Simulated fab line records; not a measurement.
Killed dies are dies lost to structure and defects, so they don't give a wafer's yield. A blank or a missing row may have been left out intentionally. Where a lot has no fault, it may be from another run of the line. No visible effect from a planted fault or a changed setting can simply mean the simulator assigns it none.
A struck lot beside a sound one	flow sky130	43 steps out of a route of 708
Sound: wafers L507.1, L507.4, L507.5. Struck: wafer L513.2 (left out: L513.1, L513.6 of the same lot, which were not struck); the cause appears at the end.
For every step that has rows: the tool of each side, followed by ch and its chambers, followed by its first start. Under that, the readings that differ: sound wafers	struck wafers	difference of the means	sigmas: that difference in standard deviations of wafers without a fault.
alike: words and numbers the same on both sides, and readings whose means are apart by under 2 such deviations; not compared: readings that were withheld, readings missing a value for some wafer, numbers with overlapping values and no deviation given by the record, and bounds like >300 which may hide the same value.
A row with sigmas, a row that says differs or no value, or rows on one side alone: a step with any of these is where the two part. When numbers do not overlap yet have no deviation, they are printed without sigmas and do not part them. A reading that every wafer of one side lacks parts them only if that side has two wafers or more.

SKY_VIA3_BOW_MEAS_03:
  sound on film-metro-04 at day 39 00:16; struck on film-metro-02 at day 40 23:23
  alike: VIA3_BOW
then, 8 steps without rows for these wafers: SKY_VIA3_DEHYDRATE_04 (time 60 s); SKY_VIA3_HMDS_05 (prime time 60 s); SKY_VIA3_COAT_06 (resist thk 60 nm); SKY_VIA3_COAT_07 (resist thk 450 nm); SKY_VIA3_SOFTBAKE_08 (time 90 s); SKY_VIA3_EXPOSE_09 (exposes mask VIM3, target cd 200 nm); SKY_VIA3_PEB_10; SKY_VIA3_DEVELOP_11 (develop time 60 s).
SKY_VIA3_CD_MEAS_12 targets a cd of 200 nm.
  sound on cd-sem-01 at day 40 00:29; struck on cd-sem-01 at day 41 23:44
  alike: cd-nm
SKY_VIA3_OVL_MEAS_13:
  sound on overlay-02 at day 40 00:36; struck on overlay-02 at day 41 23:52
  alike: VIA3_OVL
SKY_VIA3_ETCH_14: etches BARC in N2/H2, stops on SiO2, time 45.9 s, target depth 60 nm.
  sound on rie-diel-03 ch 0,1,3, day 40 00:38; struck on rie-diel-04 ch 2, day 41 23:53
  alike: drypump-motor-current-A, oes-product-au, throttle-valve-pct
  not compared: rf-hours-counter-h
SKY_VIA3_ETCH_15: etches SiO2 in C4F8/O2/Ar, stops on TiN, target depth 507 nm, time 78 s.
  sound on rie-diel-03 ch 0,1,3, day 40 00:41; struck on rie-diel-04 ch 2, day 41 23:56
  alike: oes-product-au
  not compared: rf-hours-counter-h
then, 4 steps without rows for these wafers: SKY_VIA3_STRIP_16 (strips in O2/N2); SKY_VIA3_STRIP_17 (strips in post etch residue remover, time 1200 s); SKY_VIA3_CLEAN_18 (cleans in IPA, time 180 s); SKY_VIA3_CLEAN_19 (cleans in O3/DIW).
SKY_VIA3_SPUTTER_20: material TiN, target thk 20 nm, time 80 s.
  sound on pvd-sputter-03 at day 40 01:22; struck on pvd-sputter-03 at day 42 00:35
  alike: throttle-valve-pct
SKY_VIA3_CVD_21: deposits W, target thk 390 nm, time 117.31 s.
  sound on cvd-w-01 ch 0,1, day 40 01:26; struck on cvd-w-01 ch 1, day 42 00:39
  alike: heater-power-w
SKY_VIA3_RS_MEAS_22: uses a four-point probe to measure.
  sound on film-metro-02 at day 40 01:33; struck on film-metro-02 at day 42 00:46
  alike: VIA3_W_RS
SKY_VIA3_THK_MEAS_23: measures by xrf.
  sound on film-metro-02 at day 40 01:40; struck on film-metro-02 at day 42 00:53
  alike: VIA3_W_THK
then, 1 step without rows for these wafers: SKY_VIA3_CMP_24 (polishes, stops on SiO2, t overpolish 20 s, target thk 0 nm).
SKY_METAL4_SPUTTER_00: material Ti, target thk 15 nm, time 10 s.
  sound on pvd-sputter-04 at day 40 02:02; struck on pvd-sputter-02 at day 42 01:16
  alike: throttle-valve-pct
then, 5 steps without rows for these wafers: SKY_METAL4_SPUTTER_01 (material TiN, target thk 20 nm, time 16.7 s); SKY_METAL4_SPUTTER_02 (material AlCu, target thk 735 nm, time 39.1 s); SKY_METAL4_SPUTTER_03 (material Ti, target thk 5 nm, time 3.3 s); SKY_METAL4_SPUTTER_04 (material TiN, target thk 70 nm, time 58.3 s); SKY_CAP2M_CVD_00 (deposits SiO2, target thk 15.5 nm).
SKY_CAP2M_THK_MEAS_01:
  sound on film-metro-03 at day 40 02:13; struck on film-metro-04 at day 42 01:26
reading	sound	struck	difference	sigmas
CAP2M_CVD_00_THK (nm)	15.59 15.73 15.66	15.18	-0.48	-2
SKY_CAP2M_SPUTTER_02: material TiN, target thk 200 nm, time 166.7 s.
  sound on pvd-sputter-03 at day 40 02:16; struck on pvd-sputter-03 at day 42 01:29
reading	sound	struck	difference	sigmas
substrate-temp-c (C)	299.80 299.83 299.59	300.21	+0.47	+2
  alike: throttle-valve-pct
SKY_CAP2M_RS_MEAS_03: uses a four-point probe to measure.
  sound on film-metro-02 at day 40 02:23; struck on film-metro-03 at day 42 01:36
  alike: CAP2M_TIN_RS
SKY_CAP2M_THK_MEAS_04: measures by xrf.
  sound on film-metro-02 at day 40 02:30; struck on film-metro-03 at day 42 01:43
  alike: CAP2M_TIN_THK
then, 7 steps without rows for these wafers: SKY_CAP2M_DEHYDRATE_05 (time 60 s); SKY_CAP2M_HMDS_06 (prime time 60 s); SKY_CAP2M_COAT_07 (resist thk 1140 nm); SKY_CAP2M_SOFTBAKE_08 (time 60 s); SKY_CAP2M_EXPOSE_09 (exposes mask CAP2M, target cd 1000 nm); SKY_CAP2M_PEB_10; SKY_CAP2M_DEVELOP_11 (develop time 60 s).
SKY_CAP2M_OVL_MEAS_12:
  sound on overlay-02 at day 41 02:11; struck on overlay-02 at day 43 00:50
  alike: CAP2M_OVL
then, 2 steps without rows for these wafers: SKY_CAP2M_METAL_ETCH_13 (etches TiN in Cl2/BCl3, stops on SiO2, target depth 220 nm, time 61.56 s); SKY_CAP2M_STRIP_14 (strips in O2/N2).
-- the record jumps here: 5 days lie between the struck wafers' starts before and after (it left off in module CAP2M and takes up again in module PAD_OPEN, whose first step shown is number 708 of the route) --
SKY_PAD_OPEN_PROBE_99:
  sound on prober-02 at day 46 01:50; struck on prober-01 at day 47 16:00
reading	sound	struck	difference	sigmas
defect-limited-yield (%)	79.9 80.9 81.7	76.8	-4.0	-2
killed_at_M0_to_M3	56 53 45	80	+29	+4
killed-dies	99 94 90	114	+20	+2
sort_bin_3_pad_short (%)	0.6 0.8 1.4	3.3	+2.4	+5
sort-n-pass	393 398 402	378	-20	-2
sort-yield-pct (%)	79.9 80.9 81.7	76.8	-4.0	-2
model.etest.tester.sort-n-pass	393 398 402	378	-20	
model.etest.tester.sort-yield-pct (%)	79.88 80.89 81.71	76.83	-4.00	
model.etest.tester.sort_bin_5_pct (%)	12.6 12.2 11.38	14.43	+2.37	
  alike: killed_at_M4_up, killed-at-contacts, killed-at-front-end, killed-at-other, killed-open, killed-short, sort_bin_5_function, sort_bin_6_memory

== WHERE THEY PART ==
First at SKY_CAP2M_THK_MEAS_01; last, within this record, at SKY_PAD_OPEN_PROBE_99.

WHY: what had been put in by the simulator
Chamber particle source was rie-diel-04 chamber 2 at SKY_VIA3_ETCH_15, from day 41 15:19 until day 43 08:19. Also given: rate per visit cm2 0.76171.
